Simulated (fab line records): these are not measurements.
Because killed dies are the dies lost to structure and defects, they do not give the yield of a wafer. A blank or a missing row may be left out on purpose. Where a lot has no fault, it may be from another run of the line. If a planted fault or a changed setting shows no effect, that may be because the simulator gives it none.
Code-filled problem report in 8D (eight disciplines) form :: flow sfq-line :: the parts of the form that need people (team, actions taken, sign-off) are left out

## 1. PROBLEM STATEMENT
M7_NB_RS at SFQ_M7_RS_MEAS_943 reads a mean of 1.187 ohm/sq on 2 wafers of 2 lots; wafers without a fault read 0.888 ohm/sq with a standard deviation of 0.0085. That puts it +35 standard deviations away from the usual mean.
The step: measures by four-point-probe.
Earliest sighting: wafer L610.4 on film-metro-01 at day 81 17:10. Wafers with a number at this step in the record: 42, from 14 lots. By rule, "out" or "out of limits" means more than 4 standard deviations away from the usual mean. The other wafers with a number count as sound.

## 2. WHAT IT IS, AND WHAT IT ISN'T
question: which readings at this step
is: M7_NB_RS
is not: -

question: which lots
is: L610, L612
is not: L603, L604, L605, L609, L616, L617, L618, L619, L620, L622, L623, L625

question: which wafers of those lots
is: L610.4, L612.4
is not: L610.1, L610.5, L612.3, L612.5

question: read on which gauges
is: film-metro-01
is not: film-metro-02, film-metro-04

question: when
is: from day 81 17:10
is not: up to then (14 sound wafers); but 26 sound wafers of L612, L616, L617, L618, L619, L620, L622, L623, L625 came after

## 3. SUSPECTS, AND WHAT RULES EACH OUT
Counting: any tool at a process step up to the reading remains a suspect provided it ran every lot that is out. Sound lots after the first of them don't rule it out here, since some wafers of a struck lot are sound.
- the gauge at SFQ_M7_RS_MEAS_943 is ruled out. All the wafers that are out were read on film-metro-01, but those of them that SFQ_TRILAYER_M7_ETCH_METAL_ETCH_180 has rows for are out there too, on other tools.
- pvd-sputter-04 at SFQ_TRILAYER_M7_DEP_SPUTTER_175 (material Nb, target thk 200 nm, time 133.3 s): kept. Every lot that is out went through it, the first being L610 (day 81 17:04); the last sound lot it ran before that was L609 (day 81 04:05).
Left after counting: pvd-sputter-04 at SFQ_TRILAYER_M7_DEP_SPUTTER_175.

## 4. THE CAUSE (what the simulator had put in)
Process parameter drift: pvd-sputter-04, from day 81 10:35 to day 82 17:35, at SFQ_TRILAYER_M7_DEP_SPUTTER_175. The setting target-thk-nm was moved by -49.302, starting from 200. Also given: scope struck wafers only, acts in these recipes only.
Only this tool survived the counting.

## 5. SEQUENCE OF EFFECTS, ordered by route
One row per reading whose mean, taken over the struck wafers that have a number, lies over 3 standard deviations from the usual. Only readings whose record carries a usual standard deviation are examined. hours: median over the lots of the time between each lot's start at the first step of this table that gives one and its start at this step. sigmas: the change, counted in usual standard deviations.
hours: 0
step: SFQ_M7_RS_MEAS_943
reading: M7_NB_RS
usual: 0.888 ohm/sq
on struck wafers: 1.187
change: +0.299
sigmas: +35

hours: 76
step: SFQ_TRILAYER_M7_ETCH_METAL_ETCH_180
reading: oes-product-au
usual: 0.895 a.u.
on struck wafers: 0.761
change: -0.134
sigmas: -21
Here are the process steps it includes:
- SFQ_TRILAYER_M7_ETCH_METAL_ETCH_180: etches Nb in Cl2/Ar, stops on SiO2, target depth 240 nm, time 120 s.

## 6. HOW IT WOULD HAVE BEEN CAUGHT EARLIER
The first out-of-limits reading at a measuring or inspecting step in this record came at day 81 17:10, 7 hours after the fault's start at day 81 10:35.
No tool reading at SFQ_TRILAYER_M7_DEP_SPUTTER_175 that has a usual standard deviation in the record was out on any struck wafer, so an alarm limit of 4 standard deviations on those readings would not have fired.
Of the lots that are out (2), L612 began SFQ_TRILAYER_M7_DEP_SPUTTER_175 on pvd-sputter-04 after day 81 17:10. A tool hold placed at that time would have kept it from harm.
